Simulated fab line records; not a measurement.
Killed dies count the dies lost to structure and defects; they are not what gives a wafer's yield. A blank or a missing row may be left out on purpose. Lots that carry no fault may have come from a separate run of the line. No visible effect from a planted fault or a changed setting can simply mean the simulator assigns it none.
Chamber matching    flow gf180mcu    GF_POLY_GATE_ETCH_13 on rieSi-02: 4 sister chambers
The step etches poly-Si in HBr/Cl2, stops on SiO2, target depth 198.5 nm, time 69.6 s. 8 wafers are shown with their chamber, then 7 later ones without.

## WAFERS WITH THEIR CHAMBER
wafer   chamber  heBacksideLeakSccm (sccm)  oesProductAu (a.u.)
L150.1  0        2.56                       0.985
L151.1  0        2.35                       0.989
L151.5  1        2.94                       0.999
L153.2  2        2.65                       0.998
L153.4  3        2.65                       0.989
L153.5  3        2.71                       0.989
L158.2  1        3.12                       0.997
L158.3  2        2.65                       0.994

## WAFERS MISSING THEIR CHAMBER
wafer   heBacksideLeakSccm (sccm)  oesProductAu (a.u.)
L158.5  2.68                       0.987
L161.1  2.77                       0.986
L161.4  2.94                       0.996
L161.5  2.58                       0.990
L169.2  2.61                       0.983
L169.4  3.11                       0.994
L169.5  2.45                       0.989

## WHICH CHAMBER EACH WENT THROUGH
wafer   from the rows above           in truth
L158.5  can't be placed: 3 or 0       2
L161.1  can't be placed: 3 or 0       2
L161.4  can't be placed: 1 or 2       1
L161.5  can't be placed: 3 or 0 or 2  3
L169.2  can't be placed: 0 or 3       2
L169.4  1                             1
L169.5  can't be placed: 0 or 3       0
1 of 7 placed correctly. Not placeable from these rows: 6 (in 3, the candidates include the true chamber). Placed wrongly: 0.
How it was worked out, from the rows above alone: a wafer's distance from a chamber is the root of the sum, over the readings, of the square of ((its reading less the chamber's mean) divided by the reading's scatter). If the next closest chamber is less than 2 further off than the closest, the wafer can't be placed; otherwise it belongs to the closest. For every chamber, the mean is computed from those of its wafers that are shown. How the scatter is found: for the shown wafers, subtract from each reading the mean of its chamber, square and add these, divide the total by (wafers less chambers), then take the root.
